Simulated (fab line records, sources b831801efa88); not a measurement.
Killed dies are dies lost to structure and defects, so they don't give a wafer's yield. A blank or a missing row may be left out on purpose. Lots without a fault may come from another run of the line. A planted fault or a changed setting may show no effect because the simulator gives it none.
One fault seen from 2 desks | flow gf180mcu | each desk has only its own numbers; what lay behind them comes last

THE TOOL OWNER'S DESK: litho_track-01
The tool's own readings at GF_V2_COAT_09 (resist thk 1000 nm): means of the sampled wafers that have a number, for each lot that ran on this tool. A lot is out of limits, marked OUT, if its mean lies more than 4 standard deviations from the usual mean; the brackets give that distance.
Columns: A = chill_plate_temp_C at GF_V2_COAT_09, usual 23.00 C
lot  | first seen here | A
L172 | day 23 02:00    | 22.99
L174 | day 24 01:00    | 23.07
L182 | day 26 14:00    | 22.99
This desk's finding: nothing out of limits on any of the 3 lots.

THE METROLOGY DESK
What the gauges read, lot by lot, whatever tool the lot ran on: means of the sampled wafers that have a number. A lot is out of limits, marked OUT, if its mean lies more than 4 standard deviations from the usual mean; the brackets give that distance.
Columns: A = V1_CVD_00_THK at GF_V1_THK_MEAS_01, usual 598 nm; B = M2_OVL at GF_M2_OVL_MEAS_15, usual 0 nm; C = cd_nm at GF_V2_CD_MEAS_14, usual 260.5 nm; D = V2_OVL at GF_V2_OVL_MEAS_15, usual -4 nm
lot  | first seen here | A   | B  | C                | D
L163 | day 16 19:03    | 592 | 2  | 260.0            | -2
L164 | day 17 05:38    | 597 | 5  | 259.3            | 2
L165 | day 17 18:35    | 601 | -4 | 258.4            | -1
L168 | day 19 04:13    | 594 | -5 | 261.2            | -3
L172 | day 20 11:50    | 595 | 6  | 266.5 (+5.0) OUT | -9
L174 | day 21 10:05    | 602 | -0 | 265.9 (+4.5) OUT | 1
L179 | day 22 21:59    | 591 | 6  | 260.5            | -2
L181 | day 23 23:49    | 597 | -6 | 260.5            | -1
L182 | day 24 05:26    | 598 | -2 | 259.2            | -2
L183 | day 24 05:39    | 602 | -0 | 261.0            | -9
L184 | day 24 18:23    | 605 | -1 | 259.7            | -2
L186 | day 25 09:41    | 600 | 5  | 262.1            | -7
This desk's finding: out of limits on L172, L174; first on L172, day 23 13:51 (cd_nm at GF_V2_CD_MEAS_14). In limits: L163, L164, L165, L168, L179, L181, L182, L183, L184, L186.

PUT TOGETHER
The metrology desk could have raised an alarm at day 23 13:51, on L172, L174.
The tool owner's desk saw nothing out of limits.
The tool owner's desk has L172, L174 on record, within its limits.
Of the lots named, all ran GF_V2_COAT_09 on litho_track-01.

WHAT THE SIMULATOR HAD PUT IN
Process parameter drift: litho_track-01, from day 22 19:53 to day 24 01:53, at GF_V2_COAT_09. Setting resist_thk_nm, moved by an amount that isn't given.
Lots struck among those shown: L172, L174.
Hours from the fault's start to each desk's first reading out of limits: the metrology desk, 18.
